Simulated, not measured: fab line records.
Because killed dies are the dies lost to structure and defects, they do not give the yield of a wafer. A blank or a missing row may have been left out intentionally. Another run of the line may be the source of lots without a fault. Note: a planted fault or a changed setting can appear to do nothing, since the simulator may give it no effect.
fab line records ; flow sky130
record lots=6; wafers=18; last-day=50
route steps=708 shown LOCAL_INTERCONNECT@404 CONTACT@406 PAD_OPEN@708
lots that met no fault: taken from a fault-free run of the same line
start-h: hours from the record's first day to the start of the lot's first wafer shown ; wait-h: time in hours since the lot's previous step ; " the same as in the row above ; L1.1+2: one row covering several wafers at once ; - no value, or no start given ; * or withheld: withheld ; < > ~ a bound
route shown NAME@n: names a module that has steps shown in the file, with the first one's number in the route ; usual: mean/standard deviation taken from wafers without a fault ; same: alike in all rows ; chamber/n: place in a boat ; sites: per-site readings ; _std_site: how widely they spread, as a standard deviation ; _edge_site: outer sites' mean less inner sites' ; radius-mm: how far each site lies from the wafer's centre ; mask NAME#n: copy n ; behind: the last tool/chamber to shape the wafer ; hold: reason for holding the lot/hours on hold/outcome of the hold ; device: whichever transistor did not switch (one of n, p or np) ; end of line: at the end of the route, the tests of the same wafers ; a step given without rows: its recipe and nothing more ; killed: not the wafer's yield, but the dies lost to structure and defects at the first sort ; map: a wafer's dies, marking killed ones x, the rest . and places with no die _
set.NAME: the run value of the setting; set.NAME@STEP: its run value at that earlier step ; model.NAME: the simulator's own value behind a step, which no gauge read
lots seen at some steps along the route; tables by step, rows by wafer
services: when a tool's chamber went out of use (start-h, in hours from the record's first day, below 0 if earlier), for how many hours, and the reason
## steps
# step SKY_LOCAL_INTERCONNECT_CLEAN_17
# recipe chemistry=IPA; time-s=180; temp-c=25
# step SKY_LOCAL_INTERCONNECT_CLEAN_18
# recipe chemistry=O3/DIW; dry=n2-spin
# step SKY_CONTACT_CVD_00
# recipe material=Si3N4; target-thk-nm=75; temp-c=400; time-s=withheld; rf-w=450
# usual heater-power-w=720/90
lot.wafer;tool;chamber;start-h;wait-h;heater-power-w
L248.2;pecvd-01;0;719.31;0.0;798
L248.3;pecvd-01;2;719.31;0.0;752
L248.6;pecvd-01;0;719.31;0.0;783
L251.1;pecvd-01;0;746.95;0.0;838
L251.2;pecvd-01;2;746.95;0.0;769
L251.3;pecvd-01;1;746.95;0.0;598
L257.1;pecvd-03;1;796.06;0.0;732
L257.2;pecvd-03;2;796.06;0.0;634
L257.5;pecvd-03;2;796.06;0.0;636
L259.1;pecvd-01;2;809.39;0.0;711
L259.2;pecvd-01;0;809.39;0.0;821
L259.4;pecvd-01;2;809.39;0.0;705
L263.2;pecvd-04;0;846.83;0.0;792
L263.3;pecvd-04;2;846.83;0.0;646
L263.5;pecvd-04;1;846.83;0.0;862
L269.1;pecvd-04;0;875.79;0.0;725
L269.3;pecvd-04;2;875.79;0.0;741
L269.5;pecvd-04;1;875.79;0.0;855
# step SKY_CONTACT_THK_MEAS_01
# recipe reads=Si3N4_of_CONTACT_CVD_00
# usual CONTACT_CVD_00_THK=74.7/0.95
lot.wafer;tool;chamber;start-h;wait-h;CONTACT_CVD_00_THK[nm]
L248.2;film-metro-03;-;719.35;-;73.2
L248.3;film-metro-03;-;719.35;-;74.1
L248.6;film-metro-03;-;719.35;-;74.2
L251.1;film-metro-04;-;746.98;-;73.5
L251.2;film-metro-04;-;746.98;-;73.5
L251.3;film-metro-04;-;746.98;-;73.0
L257.1;film-metro-03;-;796.09;-;73.5
L257.2;film-metro-03;-;796.09;-;73.5
L257.5;film-metro-03;-;796.09;-;75.4
L259.1;film-metro-03;-;809.42;-;74.8
L259.2;film-metro-03;-;809.42;-;72.9
L259.4;film-metro-03;-;809.42;-;75.4
L263.2;film-metro-04;-;846.87;-;71.6
L263.3;film-metro-04;-;846.87;-;73.0
L263.5;film-metro-04;-;846.87;-;74.2
L269.1;film-metro-04;-;875.82;-;73.6
L269.3;film-metro-04;-;875.82;-;74.0
L269.5;film-metro-04;-;875.82;-;74.5
# step SKY_CONTACT_HDPCVD_02
# recipe material=SiO2; target-thk-nm=565; sigma-open-frac=0.3; time-s=94.2; temp-c=600; sih4-flow-sccm=60; pressure-mtorr=6
# step SKY_CONTACT_THK_MEAS_03
# recipe reads=SiO2_of_CONTACT_HDPCVD_02
# usual CONTACT_HDPCVD_THK=564/6
lot.wafer;tool;chamber;start-h;wait-h;CONTACT_HDPCVD_THK[nm]
L248.2;film-metro-03;-;719.48;0.0;565
L248.3;film-metro-03;-;719.48;0.0;565
L248.6;film-metro-03;-;719.48;0.0;565
L251.1;film-metro-04;-;747.11;0.0;571
L251.2;film-metro-04;-;747.11;0.0;566
L251.3;film-metro-04;-;747.11;0.0;559
L257.1;film-metro-03;-;796.22;0.0;557
L257.2;film-metro-03;-;796.22;0.0;557
L257.5;film-metro-03;-;796.22;0.0;560
L259.1;film-metro-04;-;809.55;0.0;558
L259.2;film-metro-04;-;809.55;0.0;566
L259.4;film-metro-04;-;809.55;0.0;562
L263.2;film-metro-03;-;847.00;0.0;560
L263.3;film-metro-03;-;847.00;0.0;561
L263.5;film-metro-03;-;847.00;0.0;564
L269.1;film-metro-01;-;875.95;0.0;558
L269.3;film-metro-01;-;875.95;0.0;559
L269.5;film-metro-01;-;875.95;0.0;561
# step SKY_CONTACT_CMP_04
# recipe material=SiO2; down-force-psi=4; platen-rpm=60; pad-velocity-m-s=0.94248
# usual motor-current-A=12.2/1.2; time-to-endpoint-s=83/3.6
lot.wafer;tool;chamber;start-h;wait-h;motor-current-A;time-to-endpoint-s
L248.3;cmp-01;1;719.53;0.0;13.5;85
L248.2;cmp-01;3;719.53;0.0;10.5;81
L248.6;cmp-01;1;719.53;0.0;13.3;86
L251.1;cmp-01;0;747.32;0.2;12.7;80
L251.2;cmp-01;1;747.32;0.2;14.2;81
L251.3;cmp-01;3;747.32;0.2;10.5;75
L257.2;cmp-01;3;796.38;0.1;11.2;79
L257.1;cmp-01;0;796.38;0.1;12.6;77
L257.5;cmp-01;1;796.38;0.1;13.8;79
L259.1;cmp-02;0;809.61;0.1;11.8;85
L259.4;cmp-02;1;809.61;0.1;11.3;85
L259.2;cmp-02;3;809.61;0.1;13.9;87
L263.2;cmp-02;3;847.05;0.0;14.7;85
L263.3;cmp-02;0;847.05;0.0;11.9;84
L263.5;cmp-02;3;847.05;0.0;13.5;85
L269.3;cmp-02;2;876.01;0.0;10.9;76
L269.1;cmp-02;1;876.01;0.0;10.7;81
L269.5;cmp-02;3;876.01;0.0;14.4;79
# step SKY_CONTACT_BOW_MEAS_05
# recipe mode=bow
# usual CONTACT_BOW=84/7.8
lot.wafer;tool;chamber;start-h;wait-h;CONTACT_BOW[um]
L248.2;film-metro-03;-;719.85;0.2;85
L248.3;film-metro-03;-;719.85;0.2;86
L248.6;film-metro-03;-;719.85;0.2;83
L251.1;film-metro-03;-;747.62;0.2;90
L251.2;film-metro-03;-;747.62;0.2;86
L251.3;film-metro-03;-;747.62;0.2;76
L257.1;film-metro-03;-;796.58;0.1;98
L257.2;film-metro-03;-;796.58;0.1;93
L257.5;film-metro-03;-;796.58;0.1;91
L259.1;film-metro-03;-;809.91;0.2;84
L259.2;film-metro-03;-;809.91;0.2;104
L259.4;film-metro-03;-;809.91;0.2;92
L263.2;film-metro-04;-;847.37;0.3;86
L263.3;film-metro-04;-;847.37;0.3;79
L263.5;film-metro-04;-;847.37;0.3;87
L269.1;film-metro-03;-;876.31;0.1;84
L269.3;film-metro-03;-;876.31;0.1;77
L269.5;film-metro-03;-;876.31;0.1;88
# step SKY_CONTACT_DEHYDRATE_06
# recipe temp-c=200; time-s=60
# step SKY_CONTACT_HMDS_07
# recipe prime-time-s=60; prime-temp-c=120
# step SKY_CONTACT_COAT_08
# recipe resist=BARC; temp-c=withheld; time-s=withheld; spin-rpm=3000; resist-thk-nm=60
# step SKY_CONTACT_COAT_09
# recipe resist=KrF-thick; spin-rpm=3000; resist-thk-nm=450
# step SKY_CONTACT_SOFTBAKE_10
# recipe temp-c=100; time-s=90; resist=KrF-thick
# usual heater-power-total-W=57.35/0.11; plate-temp-C=99.99/0.13
lot.wafer;tool;chamber;start-h;wait-h;heater-power-total-W;plate-temp-C
L248.2;litho-track-01;0;733;-;57.52;99.88
L248.3;litho-track-01;0;733;-;57.25;99.68
L248.6;litho-track-01;0;733;-;57.28;99.80
L251.1;litho-track-03;0;760;-;57.24;99.80
L251.2;litho-track-03;0;760;-;57.50;99.87
L251.3;litho-track-03;0;760;-;57.30;99.99
L257.1;litho-track-01;0;809;-;53.88;95.76
L257.2;litho-track-01;0;809;-;53.99;95.67
L257.5;litho-track-01;0;809;-;53.86;95.79
L259.1;litho-track-01;0;823;-;53.90;95.89
L259.2;litho-track-01;0;823;-;54.07;95.89
L259.4;litho-track-01;0;823;-;54.06;96.01
L263.2;litho-track-03;0;860;-;57.40;100.04
L263.3;litho-track-03;0;860;-;57.27;100.02
L263.5;litho-track-03;0;860;-;57.34;100.22
L269.1;litho-track-02;0;889;-;57.21;100.07
L269.3;litho-track-02;0;889;-;57.35;100.01
L269.5;litho-track-02;0;889;-;57.30;100.01
# step SKY_CONTACT_EXPOSE_11
# recipe mask-id=CTM1; na=0.8; source-shape=annular; sigma-inner=0.55; sigma-outer=0.85; target-cd-nm=170; dose-mj=38
# step SKY_CONTACT_PEB_12
# recipe peb-temp-c=withheld; peb-time-s=withheld; resist=KrF-thick
# step SKY_CONTACT_DEVELOP_13
# recipe develop-time-s=60; resist=KrF-thick; dev-temp-c=21
lot.wafer;tool;chamber;start-h;wait-h;model.KrF-thick_of_CONTACT_COAT_09.thk-nm
L248.2;litho-track-02;0;-;-;434.6
L248.3;litho-track-02;0;-;-;432.8
L248.6;litho-track-02;0;-;-;434
L251.1;litho-track-03;0;-;-;434.4
L251.2;litho-track-03;0;-;-;434.9
L251.3;litho-track-03;0;-;-;433.1
L257.1;litho-track-01;0;-;-;438.5
L257.2;litho-track-01;0;-;-;439.1
L257.5;litho-track-01;0;-;-;439.7
L259.1;litho-track-03;0;-;-;437.5
L259.2;litho-track-03;0;-;-;437.4
L259.4;litho-track-03;0;-;-;438.3
L263.2;litho-track-02;0;-;-;435.1
L263.3;litho-track-02;0;-;-;434.7
L263.5;litho-track-02;0;-;-;435.4
L269.1;litho-track-03;0;-;-;436.4
L269.3;litho-track-03;0;-;-;437.3
L269.5;litho-track-03;0;-;-;435.4
# step SKY_CONTACT_CD_MEAS_14
# recipe target-cd-nm=170
# usual cd-nm=169.7/1.3
lot.wafer;tool;chamber;start-h;wait-h;cd-nm
L248.2;cd-sem-02;-;747.11;-;171.5
L248.3;cd-sem-02;-;747.11;-;170.8
L248.6;cd-sem-02;-;747.11;-;170.3
L251.1;cd-sem-01;-;774.28;-;169.1
L251.2;cd-sem-01;-;774.28;-;168.7
L251.3;cd-sem-01;-;774.28;-;170.0
L257.1;cd-sem-01;-;821.91;-;169.1
L257.2;cd-sem-01;-;821.91;-;167.7
L257.5;cd-sem-01;-;821.91;-;168.1
L259.1;cd-sem-01;-;835.48;-;169.2
L259.2;cd-sem-01;-;835.48;-;169.6
L259.4;cd-sem-01;-;835.48;-;170.9
L263.2;cd-sem-01;-;872.77;-;170.7
L263.3;cd-sem-01;-;872.77;-;172.1
L263.5;cd-sem-01;-;872.77;-;171.1
L269.1;cd-sem-02;-;901.63;-;169.5
L269.3;cd-sem-02;-;901.63;-;169.3
L269.5;cd-sem-02;-;901.63;-;168.2
# step SKY_CONTACT_OVL_MEAS_15
# usual CONTACT_OVL=0/5.3
lot.wafer;tool;chamber;start-h;wait-h;CONTACT_OVL[nm]
L248.2;overlay-01;-;747.22;0.1;3
L248.3;overlay-01;-;747.22;0.1;1
L248.6;overlay-01;-;747.22;0.1;0
L251.1;overlay-02;-;774.40;0.1;2
L251.2;overlay-02;-;774.40;0.1;-3
L251.3;overlay-02;-;774.40;0.1;1
L257.1;overlay-01;-;822.03;0.1;0
L257.2;overlay-01;-;822.03;0.1;5
L257.5;overlay-01;-;822.03;0.1;-7
L259.1;overlay-01;-;835.60;0.1;-4
L259.2;overlay-01;-;835.60;0.1;1
L259.4;overlay-01;-;835.60;0.1;2
L263.2;overlay-02;-;872.87;0.1;0
L263.3;overlay-02;-;872.87;0.1;1
L263.5;overlay-02;-;872.87;0.1;1
L269.1;overlay-02;-;901.75;0.1;5
L269.3;overlay-02;-;901.75;0.1;7
L269.5;overlay-02;-;901.75;0.1;8
# step SKY_CONTACT_ETCH_16
# recipe chemistry=N2/H2; target=BARC; ion-energy-ev=200; source-w=500; bias-w=100; pressure-mtorr=30; n2-flow-sccm=100; h2-flow-sccm=200; stop-on=SiO2; time-s=45.9; target-depth-a=600
# usual drypump-motor-current-A=5.9/0.39; n2-flow-sccm=100.0/0.3; oes-product-au=0.854/0.005; throttle-valve-pct=13.225/0.01
lot.wafer;tool;chamber;start-h;wait-h;drypump-motor-current-A;n2-flow-sccm;oes-product-au;rf-hours-counter-h;throttle-valve-pct
L248.2;rie-diel-02;0;747.25;0.0;5.2;100.1;0.841;38;13.219
L248.3;rie-diel-02;1;747.25;0.0;5.2;99.8;0.854;11;13.236
L248.6;rie-diel-02;3;747.25;0.0;5.5;99.8;0.860;-;13.234
L251.1;rie-diel-03;2;774.43;0.0;5.7;100.3;0.849;11;13.217
L251.2;rie-diel-03;3;774.43;0.0;5.9;99.6;0.847;22;13.222
L251.3;rie-diel-03;1;774.43;0.0;6.0;100.0;0.846;12;13.228
L257.1;rie-diel-03;1;822.07;0.0;6.0;100.4;0.855;13;13.210
L257.2;rie-diel-03;3;822.07;0.0;6.0;100.3;0.850;23;13.223
L257.5;rie-diel-03;2;822.07;0.0;5.7;100.3;0.853;-;13.208
L259.1;rie-diel-04;2;835.63;0.0;6.4;100.2;0.862;16;13.243
L259.2;rie-diel-04;0;835.63;0.0;5.9;100.2;0.857;7;13.226
L259.4;rie-diel-04;3;835.63;0.0;6.3;99.4;0.857;21;13.241
L263.2;rie-diel-04;2;872.90;0.0;6.4;99.6;0.857;17;13.223
L263.3;rie-diel-04;3;872.90;0.0;6.3;100.0;0.850;22;13.227
L263.5;rie-diel-04;1;872.90;0.0;6.3;100.4;0.848;-;13.236
L269.1;rie-diel-02;2;901.79;0.0;6.1;99.7;0.848;20;13.225
L269.3;rie-diel-02;3;901.79;0.0;5.5;99.4;0.858;1;13.229
L269.5;rie-diel-02;3;901.79;0.0;5.5;100.3;0.855;-;13.220
# step SKY_CONTACT_ETCH_17
# recipe target=SiO2; chemistry=C4F8/O2/Ar; stop-on=Si3N4; mask-material=KrF-thick; source-w=1500; bias-w=1200; pressure-mtorr=40; c4f8-flow-sccm=withheld; O2_flow_sccm=6; Ar_flow_sccm=300; time-s=withheld; target-depth-a=3400
# usual oes-product-au=0.891/0.0048
lot.wafer;tool;chamber;start-h;wait-h;oes-product-au;model.KrF-thick_of_CONTACT_COAT_09.thk-nm
L248.2;rie-diel-02;0;747.29;0.0;0.884;325.7
L248.3;rie-diel-02;1;747.29;0.0;0.887;324.8
L248.6;rie-diel-02;3;747.29;0.0;0.897;325.5
L251.1;rie-diel-03;2;774.48;0.0;0.890;325.2
L251.2;rie-diel-03;3;774.48;0.0;0.892;328.4
L251.3;rie-diel-03;1;774.48;0.0;0.895;326.2
L257.1;rie-diel-03;1;822.11;0.0;0.885;331.1
L257.2;rie-diel-03;3;822.11;0.0;0.891;332.7
L257.5;rie-diel-03;2;822.11;0.0;0.899;331.3
L259.1;rie-diel-04;2;835.68;0.0;0.887;330.5
L259.2;rie-diel-04;0;835.68;0.0;0.895;328.5
L259.4;rie-diel-04;3;835.68;0.0;0.896;329
L263.2;rie-diel-04;2;872.94;0.0;0.893;327.7
L263.3;rie-diel-04;3;872.94;0.0;0.895;325.2
L263.5;rie-diel-04;1;872.94;0.0;0.885;327.2
L269.1;rie-diel-02;2;901.83;0.0;0.891;327.1
L269.3;rie-diel-02;3;901.83;0.0;0.887;328.9
L269.5;rie-diel-02;3;901.83;0.0;0.885;326.3
# step SKY_CONTACT_ETCH_18
# recipe target=Si3N4; chemistry=CHF3/O2; stop-on=TiN; source-w=588.5; bias-w=200; pressure-mtorr=40; chf3-flow-sccm=50; O2_flow_sccm=5; time-s=39; target-depth-a=750
# usual drypump-motor-current-A=5.9/0.39; oes-product-au=0.852/0.0073; throttle-valve-pct=8.793/0.0096
lot.wafer;tool;chamber;start-h;wait-h;drypump-motor-current-A;oes-product-au;rf-hours-counter-h;throttle-valve-pct
L248.2;rie-diel-02;0;-;-;5.2;0.842;38;8.795
L248.3;rie-diel-02;1;-;-;5.2;0.841;11;8.787
L248.6;rie-diel-02;3;-;-;5.5;0.850;-;8.791
L251.1;rie-diel-03;2;-;-;5.7;0.844;11;8.803
L251.2;rie-diel-03;3;-;-;6.0;0.847;22;8.801
L251.3;rie-diel-03;1;-;-;6.0;0.833;12;8.805
L257.1;rie-diel-03;1;-;-;6.0;0.840;13;8.790
L257.2;rie-diel-03;3;-;-;6.0;0.842;23;8.792
L257.5;rie-diel-03;2;-;-;5.7;0.856;-;8.777
L259.1;rie-diel-04;2;-;-;6.4;0.856;16;8.806
L259.2;rie-diel-04;0;-;-;5.9;0.844;7;8.788
L259.4;rie-diel-04;3;-;-;6.3;0.857;21;8.781
L263.2;rie-diel-04;2;-;-;6.4;0.835;17;8.781
L263.3;rie-diel-04;3;-;-;6.3;0.853;22;8.786
L263.5;rie-diel-04;1;-;-;6.3;0.842;-;8.786
L269.1;rie-diel-02;2;-;-;6.1;0.853;20;8.786
L269.3;rie-diel-02;3;-;-;5.5;0.839;1;8.797
L269.5;rie-diel-02;3;-;-;5.5;0.856;-;8.785
# step SKY_PAD_OPEN_PROBE_99
# usual killed_at_M0_to_M3=44/6.3; killed_at_M4_up=3.1/2; killed-at-contacts=24/4.8; killed-at-front-end=15/4.6; killed-at-other=0.2/0.51; killed-dies=87/8.4; killed-open=48/6.4; killed-short=39/5.9
# same gross-dies=492; killed-at-back-side=0
lot.wafer;tool;chamber;start-h;wait-h;killed_at_M0_to_M3;killed_at_M4_up;killed-at-contacts;killed-at-front-end;killed-at-other;killed-dies;killed-open;killed-short
L248.2;prober-02;-;1082.41;0.1;37;4;22;26;0;89;51;38
L248.3;prober-02;-;1082.46;0.2;58;3;24;17;0;102;57;45
L248.6;prober-02;-;1082.61;0.2;52;7;31;15;0;105;60;45
L257.1;prober-01;-;1140.83;0.1;43;2;16;15;0;76;35;41
L257.2;prober-01;-;1140.88;0.1;46;5;20;20;0;91;42;49
L257.5;prober-01;-;1141.03;0.2;38;6;24;15;0;83;39;44
L259.1;prober-01;-;1152.21;0.1;52;3;20;23;1;99;48;51
L259.2;prober-01;-;1152.26;0.1;49;4;24;16;0;93;49;44
L259.4;prober-01;-;1152.36;0.2;63;0;19;17;0;99;55;44
L263.2;prober-02;-;1177.10;0.1;39;0;28;7;1;75;51;24
L263.3;prober-02;-;1177.15;0.2;41;1;37;15;0;94;59;35
L263.5;prober-02;-;1177.25;0.2;48;4;26;15;0;93;55;38
L269.1;prober-02;-;1194.85;0.1;41;2;22;9;0;74;45;29
L269.3;prober-02;-;1194.95;0.2;57;2;24;15;0;98;61;37
L269.5;prober-02;-;1195.05;0.2;38;0;35;16;2;91;49;42
# killed by level:class
L248.2 LI_CONTACT:geometric-particle:open=8 CONTACT:geometric-particle:open=8 VIA1:geometric-particle:open=8 METAL1:geometric-particle:short=7 VIA3:geometric-particle:open=7 FIELD_ISO:geometric-particle:short=6 POLY_GATE:geometric-particle:open=6 VIA2:geometric-particle:open=5
L248.3 VIA1:geometric-particle:open=19 CONTACT:geometric-particle:open=9 METAL2:geometric-particle:short=8 VIA3:geometric-particle:open=8 LI_CONTACT:geometric-particle:open=6 VIA2:geometric-particle:open=6 VIA1:geometric-particle:short=5 POLY_GATE:geometric-particle:short=4
L248.6 LI_CONTACT:geometric-particle:open=11 VIA1:geometric-particle:open=11 CONTACT:geometric-particle:open=9 VIA3:geometric-particle:open=7 FIELD_ISO:geometric-particle:open=6 VIA2:geometric-particle:short=6 VIA2:geometric-particle:open=6 METAL2:geometric-particle:short=6
L257.1 VIA1:geometric-particle:open=12 METAL1:geometric-particle:short=6 CONTACT:geometric-particle:open=5 CONTACT:geometric-particle:short=5 METAL2:geometric-particle:short=5 METAL3:geometric-particle:short=5 POLY_GATE:geometric-particle:short=4 FIELD_ISO:geometric-particle:short=3
L257.2 VIA1:geometric-particle:open=9 CONTACT:geometric-particle:open=8 METAL1:geometric-particle:short=7 LOCAL_INTERCONNECT:geometric-particle:short=6 VIA1:geometric-particle:short=6 FIELD_ISO:geometric-particle:short=5 METAL2:geometric-particle:short=5 SONOS_ONO:geometric-particle:open=4
L257.5 CONTACT:geometric-particle:open=9 VIA3:geometric-particle:open=7 METAL2:geometric-particle:short=7 FIELD_ISO:geometric-particle:short=6 CONTACT:geometric-particle:short=6 LI_CONTACT:geometric-particle:open=5 METAL1:geometric-particle:short=5 VIA1:geometric-particle:open=5
L259.1 VIA1:geometric-particle:short=10 VIA1:geometric-particle:open=10 METAL2:geometric-particle:short=8 FIELD_ISO:geometric-particle:short=7 VIA3:geometric-particle:open=7 FIELD_ISO:geometric-particle:open=6 LOCAL_INTERCONNECT:geometric-particle:short=6 VIA2:geometric-particle:open=6
L259.2 VIA1:geometric-particle:open=13 CONTACT:geometric-particle:open=11 VIA1:geometric-particle:short=7 METAL1:geometric-particle:short=6 POLY_GATE:geometric-particle:short=5 LOCAL_INTERCONNECT:geometric-particle:short=5 VIA3:geometric-particle:open=5 VIA2:geometric-particle:open=5
L259.4 VIA1:geometric-particle:open=16 VIA3:geometric-particle:open=12 CONTACT:geometric-particle:open=8 METAL2:geometric-particle:short=7 VIA1:geometric-particle:short=7 POLY_GATE:geometric-particle:short=6 FIELD_ISO:geometric-particle:short=5 LI_CONTACT:geometric-particle:open=5
L263.2 CONTACT:geometric-particle:open=13 VIA1:geometric-particle:open=12 VIA3:geometric-particle:open=11 LI_CONTACT:geometric-particle:open=7 CONTACT:geometric-particle:short=4 FIELD_ISO:geometric-particle:open=3 LOCAL_INTERCONNECT:geometric-particle:short=3 METAL1:geometric-particle:short=3
L263.3 CONTACT:geometric-particle:open=12 VIA1:geometric-particle:open=10 LI_CONTACT:geometric-particle:open=9 CONTACT:geometric-particle:short=9 VIA2:geometric-particle:open=8 VIA3:geometric-particle:open=6 FIELD_ISO:geometric-particle:open=5 LI_CONTACT:geometric-particle:short=5
L263.5 LI_CONTACT:geometric-particle:open=10 CONTACT:geometric-particle:open=10 VIA3:geometric-particle:open=9 VIA1:geometric-particle:short=8 METAL2:geometric-particle:short=7 VIA2:geometric-particle:open=7 FIELD_ISO:geometric-particle:open=5 CONTACT:geometric-particle:short=4
L269.1 CONTACT:geometric-particle:open=10 VIA2:geometric-particle:open=9 VIA1:geometric-particle:open=8 METAL2:geometric-particle:short=7 METAL1:geometric-particle:short=6 CONTACT:geometric-particle:short=5 VIA3:geometric-particle:open=4 LI_CONTACT:geometric-particle:open=4
L269.3 VIA1:geometric-particle:open=20 CONTACT:geometric-particle:open=10 VIA3:geometric-particle:open=9 VIA2:geometric-particle:open=7 VIA1:geometric-particle:short=7 LOCAL_INTERCONNECT:geometric-particle:open=5 CONTACT:geometric-particle:short=5 FIELD_ISO:geometric-particle:open=4
L269.5 CONTACT:geometric-particle:open=14 VIA1:geometric-particle:open=13 CONTACT:geometric-particle:short=8 METAL1:geometric-particle:short=6 LI_CONTACT:geometric-particle:open=5 VIA3:geometric-particle:open=5 FIELD_ISO:geometric-particle:short=4 POLY_GATE:geometric-particle:open=4
## services
tool;chamber;start-h;hours;kind
cmp-02;-;700.68;1.0;repair
pecvd-03;1;709.25;21.2;repair
rie-diel-03;2;709.95;4.4;repair
rie-diel-04;2;714.04;2.8;repair
cmp-01;-;725.83;4.1;repair
cmp-02;-;758.04;1.6;repair
rie-diel-04;0;760.95;3.2;repair
cmp-02;-;761.58;4.0;pm
cmp-01;-;765.58;3.7;pm
rie-diel-02;1;772.80;7.0;repair
pecvd-01;-;780.43;3.4;repair
rie-diel-04;-;784.82;1.7;repair
pecvd-03;-;800.25;2.8;pm
rie-diel-04;-;818.61;14.6;pm
pecvd-04;-;827.61;5.5;pm
rie-diel-04;2;836.92;4.7;repair
rie-diel-04;-;837.82;1.1;repair
rie-diel-04;-;838.34;0.4;repair
rie-diel-04;-;844.92;2.8;pm
rie-diel-03;3;851.24;16.1;repair
cmp-02;-;856.66;0.4;repair
rie-diel-04;1;865.57;4.9;repair
rie-diel-04;0;871.75;2.6;repair
cmp-02;-;893.60;2.6;repair
## key
first-sign step=SKY_CONTACT_SOFTBAKE_10; reading=plate-temp-C; direction=down; sigmas=33; usual=*; struck=*
effect step=SKY_CONTACT_SOFTBAKE_10; reading=heater-power-total-W; direction=down; sigmas=30; usual=*; struck=*
model-effect step=SKY_CONTACT_DEVELOP_13; value=KrF-thick_of_CONTACT_COAT_09.thk-nm; without=435.8; struck=438.4
model-effect step=SKY_CONTACT_ETCH_17; value=KrF-thick_of_CONTACT_COAT_09.thk-nm; without=327.9; struck=330.5
met-at SKY_CONTACT_SOFTBAKE_10
struck-wafers L257.1,L257.2,L257.5,L259.1,L259.2,L259.4
tester-left-out L257,L259
loop-trim step=SKY_CONTACT_EXPOSE_11; setting=dose; lots=L259
onset-between 733 809
fault kind=process-parameter-drift; tool=litho-track-01; chamber=-; onset-h=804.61; steps=SKY_CONTACT_SOFTBAKE_10; channel=temp-c; offset=*; shape=step; end-h=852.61; acts-in=*; stated=*
# tester-left-out: of these lots the tester's yield and bins aren't shown, on N5 and GAA mostly nor the transistor test; their killed dies are dies lost to structure and defects alone, not to doping, threshold or leakage, so they don't give the yield
# loop-trim: a control loop set the setting to another value than it would have without faults
